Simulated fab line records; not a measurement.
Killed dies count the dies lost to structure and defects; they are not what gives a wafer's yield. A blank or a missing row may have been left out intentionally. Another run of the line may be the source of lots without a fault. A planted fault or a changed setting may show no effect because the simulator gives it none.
A struck lot beside a sound one -- flow sky130 -- 40 steps out of a route of 708
Sound: wafers L297.1, L297.2, L297.4. Wafers L293.1, L293.2, L293.3 were the ones struck. The cause comes at the end.
Per side, at each step with rows, come the tool, then ch with its chambers, and then its first start. Under that, the readings that differ: sound wafers -- struck wafers -- difference of the means -- sigmas: that difference in standard deviations of wafers without a fault.
alike: same words and numbers on both sides, and readings whose means sit less than 2 such deviations apart. not compared: any withheld reading, any reading some wafer has no value for, any bound like >300 that may hide the same value, and any number with overlapping values for which the record gives no deviation.
The two part at a step that has a row with sigmas, a row that says differs or no value, or rows on one side only. Numbers that don't overlap but have no deviation are shown without sigmas and don't part them. A reading missing from all wafers of one side parts the sides only when that side holds two or more wafers.

first, 10 steps without rows for these wafers: SKY_FIELD_ISO_STRIP_16 (strips in O2/N2); SKY_FIELD_ISO_ETCH_17 (etches Si in HBr/Cl2/O2, target depth 342 nm, time 97.7 s); SKY_FIELD_ISO_WET_ETCH_18 (etches Si3N4 in H3PO4, target depth 25 nm, time 286 s); SKY_FIELD_ISO_CLEAN_19 (cleans in SC1/SC2, time 150 s); SKY_FIELD_ISO_CLEAN_20 (cleans in dHF, time 20 s); SKY_FIELD_ISO_WET_ETCH_21 (etches SiO2 in dHF, target depth 20 nm, time 400 s); SKY_FIELD_ISO_OXIDATION_22 (stabilise 600 s, purge 300 s, target thk 10 nm); SKY_FIELD_ISO_CVD_24 (deposits SiO2, target thk 595 nm, time 99.2 s); SKY_FIELD_ISO_ANNEAL_26 (time 1800 s); SKY_FIELD_ISO_CMP_27 (polishes, stops on Si3N4, t overpolish 16 s, target thk 457.8 nm).
SKY_FIELD_ISO_WET_ETCH_28: etches SiO2 in dHF, target depth 23.7 nm, time 47 s.
  sound on wet-bench-03 ch 2, day 5 16:42; struck on wet-bench-03 ch 1, day 4 14:59
  no value came back on the struck wafers for bath-heat-duty-pct (%), run-length-s (s); on the sound wafers bath-heat-duty-pct (%) reads 5.7 7.3 6.4
reading,sound,struck,difference,sigmas
model.SiO2_of_FIELD_ISO_CVD_24.thk-nm (nm),433.4 433.8 433.8,457.9 457.6 456.9,+23.8,
then, 25 steps without rows for these wafers: SKY_FIELD_ISO_WET_ETCH_29 (etches Si3N4 in H3PO4, target depth 160 nm, time 1825 s); SKY_FIELD_ISO_WET_ETCH_30 (etches SiO2 in dHF, target depth 25 nm, time 50 s); SKY_NWELL_CLEAN_00 (cleans in SC1/SC2, time 150 s); SKY_NWELL_OXIDATION_01 (stabilise 600 s, purge 300 s, target thk 10 nm); SKY_DNWELL_DEHYDRATE_00 (time 60 s); SKY_DNWELL_HMDS_01 (prime time 60 s); SKY_DNWELL_COAT_02 (resist thk 3000 nm); SKY_DNWELL_SOFTBAKE_03; SKY_DNWELL_EXPOSE_04 (exposes mask DNM, target cd 3000 nm); SKY_DNWELL_PEB_05; SKY_DNWELL_DEVELOP_06 (develop time 60 s); SKY_DNWELL_IMPLANT_07; SKY_DNWELL_STRIP_08 (strips in O2/N2); SKY_PWDE_DEHYDRATE_00 (time 60 s); SKY_PWDE_HMDS_01 (prime time 60 s); SKY_PWDE_COAT_02 (resist thk 3000 nm); SKY_PWDE_SOFTBAKE_03; SKY_PWDE_EXPOSE_04 (exposes mask PWDEM, target cd 840 nm); SKY_PWDE_PEB_05; SKY_PWDE_DEVELOP_06 (develop time 60 s); SKY_PWDE_IMPLANT_08; SKY_PWDE_STRIP_09 (strips in O2/N2); SKY_NWELL_DEHYDRATE_03 (time 60 s); SKY_NWELL_HMDS_04 (prime time 60 s); SKY_NWELL_COAT_05 (resist thk 3000 nm).
-- the record jumps here: 27 days lie between the struck wafers' starts before and after (it left off in module NWELL and takes up again in module SALICIDE, whose first step shown is number 361 of the route) --
SKY_SALICIDE_CLEAN_00: cleans in HF-last, time 30 s.
  sound on wet-bench-01 ch 3, day 33 10:50; struck on wet-bench-04 ch 2, day 32 02:47
reading,sound,struck,difference,sigmas
model.SiO2_of_FIELD_ISO_CVD_24.thk-nm (nm),357 357.3 357.6,382.2 381.5 381,+24.3,
-- the record jumps here: 2 days lie between the struck wafers' starts before and after (it left off in module SALICIDE and takes up again in module LOCAL_INTERCONNECT, whose first step shown is number 400 of the route) --
SKY_LOCAL_INTERCONNECT_ETCH_13: etches BARC in N2/H2, stops on SiO2, time 45.9 s, target depth 60 nm.
  sound on rie-metal-04 ch 0,1, day 35 13:11; struck on rie-metal-04 ch 0,1, day 34 08:15
reading,sound,struck,difference,sigmas
model.LOCAL_INTERCONNECT.cd-nm (nm),169.4 172.8 169.4,192.1 192.4 192.1,+21.7,
  alike: bias-w, chamber-pressure-mTorr, drypump-motor-current-A, h2-flow-sccm, oes-product-au, throttle-valve-pct
  not compared: rf-hours-counter-h
SKY_LOCAL_INTERCONNECT_METAL_ETCH_14: etches TiN in Cl2/BCl3, stops on PSG, target depth 110 nm, time 31.4 s.
  sound on rie-metal-04 ch 0,1, day 35 13:15; struck on rie-metal-04 ch 0,1, day 34 08:19
reading,sound,struck,difference,sigmas
model.LOCAL_INTERCONNECT.cd-nm (nm),168.6 170.7 169.2,190.4 190.9 190.5,+21.1,
  alike: bcl3-flow-sccm, bias-w, chamber-pressure-mTorr, drypump-motor-current-A, oes-product-au, throttle-valve-pct
  not compared: rf-hours-counter-h
-- here the record skips 14 days between the struck wafers' starts before and after, leaving off in module LOCAL_INTERCONNECT and picking up in module PAD_OPEN (first step shown: number 708 of the route) --
SKY_PAD_OPEN_PROBE_99:
  record: rows for the struck wafers here (prober-02, day 48 18:42), none for the sound ones

WHERE THEY PART
Last at SKY_PAD_OPEN_PROBE_99 as far as this record goes, first at SKY_FIELD_ISO_WET_ETCH_28.

WHY: whatever the simulator had introduced
At SKY_FIELD_ISO_WET_ETCH_28, the step was skipped entirely on wet-bench-03 from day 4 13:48 on. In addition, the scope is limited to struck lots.
